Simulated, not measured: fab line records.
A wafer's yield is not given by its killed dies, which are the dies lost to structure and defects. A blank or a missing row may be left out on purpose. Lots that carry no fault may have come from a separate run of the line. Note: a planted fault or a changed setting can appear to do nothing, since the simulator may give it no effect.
What tool caused it? ; flow sky130 ; 13 lots, 39 wafers sampled, at 4 steps of a route of 708

== WHAT THE GAUGES SHOWED, per wafer ==
SKY_PWDE_TW_MEAS_10. Usual: PWDE_TW gives 375 (standard deviation 3.7).
lot;measured;on;PWDE_TW;flag
L897;day 4 20:59;film metro-02;377 376 374;
L900;day 4 22:59;film metro-01;377 376 378;
L902;day 5 08:55;film metro-02;374 376 373;
L904;day 5 12:55;film metro-03;372 376 374;
L905;day 5 19:09;film metro-02;374 376 374;
L906;day 6 01:48;film metro-03;374 374 374;
L907;day 6 06:08;film metro-01;380 380 378;
L910;day 6 21:06;film metro-01;376 379 376;
L912;day 7 08:32;film metro-03;372 371 372;
L913;day 7 14:17;film metro-03;374 372 372;
L918;day 8 18:58;film metro-03;371 371 371;
L919;day 9 03:38;film metro-01;378 379 379;
L920;day 9 06:26;film metro-03;373 373 372;

SKY_VT_ADJUST_LVTN_OVL_MEAS_18. Usual: VT_ADJUST_LVTN_01_OVL gives 2.2 nm (standard deviation 1.4).
lot;measured;on;VT_ADJUST_LVTN_01_OVL (nm);flag
L897;day 9 00:36;overlay-02;2.4 3.8 5.1;
L900;day 9 03:45;overlay-02;0.9 2.5 2.3;
L902;day 9 14:49;overlay-02;2.2 -0.1 0.0;
L904;day 9 19:40;overlay-02;5.2 3.6 4.3;
L905;day 10 02:55;overlay-01;3.3 0.9 0.4;
L906;day 10 12:04;overlay-01;1.6 0.4 0.1;
L907;day 10 14:57;overlay-02;2.0 1.7 0.0;
L910;day 11 12:28;overlay-02;2.2 2.6 4.4;
L912;day 12 02:39;overlay-01;2.0 -0.2 1.2;
L913;day 12 06:45;overlay-01;1.1 2.0 0.6;
L918;day 13 20:46;overlay-01;1.7 2.8 2.0;
L919;day 14 06:12;overlay-01;2.1 2.0 1.5;
L920;day 14 11:39;overlay-01;2.9 3.4 4.5;

== WHICH TOOL RAN EACH LOT (tool, then ch and the chambers of the sampled wafers, then the start) ==
lot;SKY_FIELD_ISO_ETCH_17;SKY_VT_ADJUST_HVTP_IMPLANT_09
L897;rie si-02 ch 1,2, day 3 03:49;implanter-01 ch 0, day 7 06:19
L900;rie si-01 ch 1,2,3, day 3 04:31;implanter-01 ch 0, day 7 09:24
L902;rie si-01 ch 1,2,3, day 3 10:49;implanter-04 ch 0, day 7 19:41
L904;rie si-01 ch 1,2,3, day 3 17:36;implanter-04 ch 0, day 8 01:16
L905;rie si-02 ch 0,1,3, day 3 21:04;implanter-03 ch 0, day 8 07:42
L906;rie si-02 ch 0,2,3, day 4 04:04;implanter-03 ch 0, day 8 16:01
L907;rie si-01 ch 0,1,2, day 4 09:04;implanter-03 ch 0, day 8 19:06
L910;rie si-02 ch 0,1,2, day 5 00:19;implanter-03 ch 0, day 9 13:09
L912;rie si-02 ch 0,2,3, day 5 10:34;implanter-03 ch 0, day 10 02:25
L913;rie si-01 ch 0,2,3, day 5 16:13;implanter-04 ch 0, day 10 07:15
L918;rie si-01 ch 1,2,3, day 6 18:43;implanter-03 ch 0, day 11 16:11
L919;rie si-02 ch 0,1,2, day 6 23:13;implanter-03 ch 0, day 12 02:09
L920;rie si-01 ch 0,2,3, day 7 05:46;implanter-03 ch 0, day 12 05:59
- SKY_FIELD_ISO_ETCH_17: etches Si in HBr/Cl2/O2, target depth 342 nm, time 97.7 s.
- SKY_VT_ADJUST_HVTP_IMPLANT_09

== AS READ BY THE TOOLS THEMSELVES (means over the sampled wafers that have a number; for cases with no such wafer, the mark the record gives instead) ==
SKY_FIELD_ISO_ETCH_17. Usual: drypump motor current A 5.7 A, standard deviation 0.45; oes product au 1.000 a.u., standard deviation 0.011; throttle valve pct 25.656 %, standard deviation 0.011.
lot;tool;drypump motor current A (A);oes product au (a.u.);throttle valve pct (%);flag
L897;rie si-02;5.4;1.004;25.647;
L900;rie si-01;6.0;1.001;25.660;
L902;rie si-01;6.0;0.994;25.663;
L904;rie si-01;5.9;0.995;25.666;
L905;rie si-02;5.7;1.001;25.650;
L906;rie si-02;5.8;1.003;25.648;
L907;rie si-01;5.5;1.006;25.657;
L910;rie si-02;5.6;0.996;25.661;
L912;rie si-02;5.8;1.009;25.648;
L913;rie si-01;5.7;0.996;25.648;
L918;rie si-01;5.9;0.995;25.660;
L919;rie si-02;5.6;1.000;25.646;
L920;rie si-01;5.7;0.999;25.654;

SKY_VT_ADJUST_HVTP_IMPLANT_09. Usual: dose ions cm2 4.299e+12, standard deviation 4.5e+09; faraday current uA 24.3, standard deviation 0.48.
lot;tool;dose ions cm2;faraday current uA;flag
L897;implanter-01;4.299e+12;24.6;
L900;implanter-01;4.296e+12;24.3;
L902;implanter-04;4.298e+12;24.3;
L904;implanter-04;4.301e+12;24.4;
L905;implanter-03;4.301e+12;24.1;
L906;implanter-03;4.296e+12;24.5;
L907;implanter-03;4.292e+12;24.1;
L910;implanter-03;4.298e+12;24.1;
L912;implanter-03;4.303e+12;24.3;
L913;implanter-04;4.295e+12;24.0;
L918;implanter-03;4.741e+12;26.8;OFF
L919;implanter-03;4.740e+12;26.5;OFF
L920;implanter-03;4.739e+12;26.7;OFF

== THE ANSWER, worked out from the rows above alone ==
Rule: a lot is off if the mean of its wafers that have a number lies more than 3 standard deviations from the usual mean. A lot without any number at a reading at which 4 lots or more have one is off too. Any other lot the step has rows for is counted as sound. After the gauges, taken in route order, come the tools' own readings; for these a lot's mean is taken, as printed above. The first step at which some lot is off is used, and at that step the reading that is off furthest; a lot without a number counts as furthest.
Off: L918, L919, L920, at SKY_VT_ADJUST_HVTP_IMPLANT_09 (dose ions cm2).
A tool fits if, at that step or a process step before it, it ran every lot that is off, and no sound lot after the first of them. One fits: SKY_VT_ADJUST_HVTP_IMPLANT_09 on implanter-03. Its last sound lot is L912 (day 10 02:25), its first lot that is off L918 (day 11 16:11): a fault that began between those two fits.
The tool's own readings at SKY_VT_ADJUST_HVTP_IMPLANT_09 bear it out: on the lots that are off they differ by more than 5 times the standard deviation of the sound lots' means. dose ions cm2 reads 4.740e+12 there against 4.298e+12 on the sound lots; faraday current uA reads 26.7 there against 24.3 on the sound lots.

== WHAT THE SIMULATOR HAD INSERTED ==
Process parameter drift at SKY_VT_ADJUST_HVTP_IMPLANT_09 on implanter-03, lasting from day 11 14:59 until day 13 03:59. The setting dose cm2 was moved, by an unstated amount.
Struck lots among those shown: L918, L919, L920. The rule given above showed the same thing.
